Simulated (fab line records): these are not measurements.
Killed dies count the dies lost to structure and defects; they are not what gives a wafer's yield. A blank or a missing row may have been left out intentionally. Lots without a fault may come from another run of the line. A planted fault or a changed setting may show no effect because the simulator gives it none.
The tool behind it: which one? | flow gf180mcu | 7 lots with 21 wafers sampled at 4 steps, on a route of 602 steps

## WHAT THE GAUGES READ, wafer by wafer
GF_SALICIDE_RS_MEAS_04: a four-point-probe measurement.
lot  | measured     | on            | SALICIDE_TIN_RS (ohm/sq)
L741 | day 16 00:46 | film_metro-03 | 16.0 16.3 16.1
L742 | day 17 00:11 | film_metro-04 | 15.8 15.7 15.5
L746 | day 17 22:21 | film_metro-04 | 15.9 16.4 16.1
L749 | day 19 08:13 | film_metro-04 | 16.3 16.0 16.4
L752 | day 20 12:22 | film_metro-03 | 16.7 16.5 16.4
L754 | day 20 15:52 | film_metro-04 | 16.8 16.7 16.6
L760 | day 23 02:33 | film_metro-03 | 16.1 15.9 15.9

## EACH LOT AND THE TOOL THAT RAN IT (in order: tool; ch and the chambers of the sampled wafers; start)
lot  | GF_PSD_RTA_13                    | GF_SALICIDE_SPUTTER_02       | GF_SALICIDE_SPUTTER_03
L741 | rtp_anneal-01 ch 0, day 15 01:44 | pvd_sputter-03, day 16 00:39 | pvd_sputter-03, day 16 00:41
L742 | rtp_anneal-01 ch 0, day 16 01:07 | pvd_sputter-04, day 17 00:06 | pvd_sputter-04, day 17 00:07
L746 | rtp_anneal-02 ch 0, day 16 22:19 | pvd_sputter-03, day 17 22:16 | pvd_sputter-03, day 17 22:17
L749 | rtp_anneal-01 ch 0, day 18 08:04 | pvd_sputter-02, day 19 08:07 | pvd_sputter-02, day 19 08:09
L752 | rtp_anneal-01 ch 0, day 19 11:23 | pvd_sputter-02, day 20 12:18 | pvd_sputter-02, day 20 12:20
L754 | rtp_anneal-02 ch 0, day 19 15:14 | pvd_sputter-02, day 20 15:49 | pvd_sputter-02, day 20 15:50
L760 | rtp_anneal-02 ch 0, day 22 02:59 | pvd_sputter-02, day 23 02:30 | pvd_sputter-02, day 23 02:32
- GF_PSD_RTA_13: time 20 s.
- GF_SALICIDE_SPUTTER_02: material Co, target thk 10 nm, time 20 s.
- GF_SALICIDE_SPUTTER_03: material TiN, target thk 20 nm, time 16.7 s.

## THE ANSWER, worked out from the rows above alone
Rule: what is usual is taken from the lots themselves. The widest of any qualifying gaps counts: lots, ordered by their means at a reading, are off when they make up no more than a third of the lots, leave a main group of 4 or more, and stand apart from it by 3 or more times the standard deviation of that group's means. If all means in a main group match to the digits the tables above print for the reading, that group is not used. A lot without any number at a reading at which 4 lots or more have one is off too. Any other lot the step has rows for is counted as sound.
No lot is off at any reading shown: from this, nothing can be told.

## WHAT THE SIMULATOR PUT IN
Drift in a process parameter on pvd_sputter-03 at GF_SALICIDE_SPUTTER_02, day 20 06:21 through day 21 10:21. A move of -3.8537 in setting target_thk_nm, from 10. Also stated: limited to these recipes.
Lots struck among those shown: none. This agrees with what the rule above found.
